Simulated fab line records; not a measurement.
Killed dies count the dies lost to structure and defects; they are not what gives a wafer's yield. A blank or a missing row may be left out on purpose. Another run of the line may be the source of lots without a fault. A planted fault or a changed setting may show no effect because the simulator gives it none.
2 desks looking at one fault :: flow gf180mcu :: only its own numbers are on each desk; what lay behind them is given at the end

== FROM THE METROLOGY DESK ==
What the gauges read for every lot (on any tool): the sampled wafers with a number, averaged. Any lot whose mean is over 4 standard deviations away from the usual mean is out of limits and marked OUT; that distance is given in the brackets.
Columns: A = STI_OXIDATION_THK at GF_STI_THK_MEAS_02, usual 9.91 nm; B = HV_LDD_2_TW at GF_HV_LDD_TW_MEAS_23, usual 1059; C = HV_LDD_RS at GF_HV_LDD_RS_MEAS_53, usual 417.8 ohm/sq
lot: L945
first seen here: day 2 02:31
A: 9.91
B: 1061
C: 418.5

lot: L947
first seen here: day 2 14:39
A: 9.79
B: 1061
C: 417.2

lot: L948
first seen here: day 2 17:31
A: 9.87
B: 1064
C: 418.0

lot: L949
first seen here: day 2 22:31
A: 10.14
B: 1062
C: 418.4

lot: L951
first seen here: day 3 08:31
A: 9.94
B: 1053
C: 419.0

lot: L952
first seen here: day 3 13:31
A: 9.89
B: 1000 (-8.9) OUT
C: 416.8

lot: L953
first seen here: day 3 21:34
A: 9.97
B: 1068
C: 417.1

lot: L955
first seen here: day 4 06:52
A: 9.73
B: 1018 (-6.2) OUT
C: 419.1

lot: L961
first seen here: day 5 10:36
A: 10.04
B: 1055
C: 415.9

lot: L962
first seen here: day 5 15:34
A: 9.75
B: 1057
C: 416.9

lot: L963
first seen here: day 5 20:31
A: 10.12
B: 1056
C: 418.6

lot: L964
first seen here: day 6 02:47
A: 10.29
B: 1051
C: 417.3

lot: L965
first seen here: day 6 06:31
A: 10.04
B: 1057
C: 416.6
This desk's result: L952, L955 out of limits, first on L952 (HV_LDD_2_TW at GF_HV_LDD_TW_MEAS_23), day 14 07:58. In limits: L945, L947, L948, L949, L951, L953, L961, L962, L963, L964, L965.

== DESK OF THE TOOL OWNER: implanter-04 ==
The tool's own readings at GF_HV_LDD_IMPLANT_21: means of the sampled wafers that have a number, for each lot that ran on this tool. Any lot whose mean is over 4 standard deviations away from the usual mean is out of limits and marked OUT; that distance is given in the brackets.
Columns: A = doseIonsCm2 at GF_HV_LDD_IMPLANT_21, usual 5e+13; B = faradayCurrentUA at GF_HV_LDD_IMPLANT_21, usual 282
lot: L945
first seen here: day 11 10:52
A: 5e+13
B: 287

lot: L947
first seen here: day 12 14:37
A: 5e+13
B: 284

lot: L951
first seen here: day 14 01:16
A: 5e+13
B: 278

lot: L952
first seen here: day 14 07:43
A: 4e+13 (-99 or more) OUT
B: 242 (-7.0) OUT

lot: L955
first seen here: day 15 00:37
A: 4e+13 (-99 or more) OUT
B: 239 (-7.4) OUT

lot: L964
first seen here: day 17 15:01
A: 5e+13
B: 280
Finding of this desk: L952, L955 out of limits; the first was L952 at day 14 07:43, on doseIonsCm2 at GF_HV_LDD_IMPLANT_21. In limits: L945, L947, L951, L964.

== PUT TOGETHER ==
At day 14 07:43, on L952, L955, the tool owner's desk was in a position to raise an alarm.
At day 14 07:58 the metrology desk could have sounded an alarm, on L952, L955.
Every lot named ran GF_HV_LDD_IMPLANT_21 on implanter-04.

== WHAT HAD BEEN PUT IN BY THE SIMULATOR ==
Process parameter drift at GF_HV_LDD_IMPLANT_21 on implanter-04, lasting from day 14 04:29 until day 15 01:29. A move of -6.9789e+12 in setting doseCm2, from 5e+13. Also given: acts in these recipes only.
Shown lots that were struck: L952, L955.
Delay (hours) between the fault's onset and each desk's first out-of-limits reading: 3 at the tool owner's desk, 3 at the metrology desk.
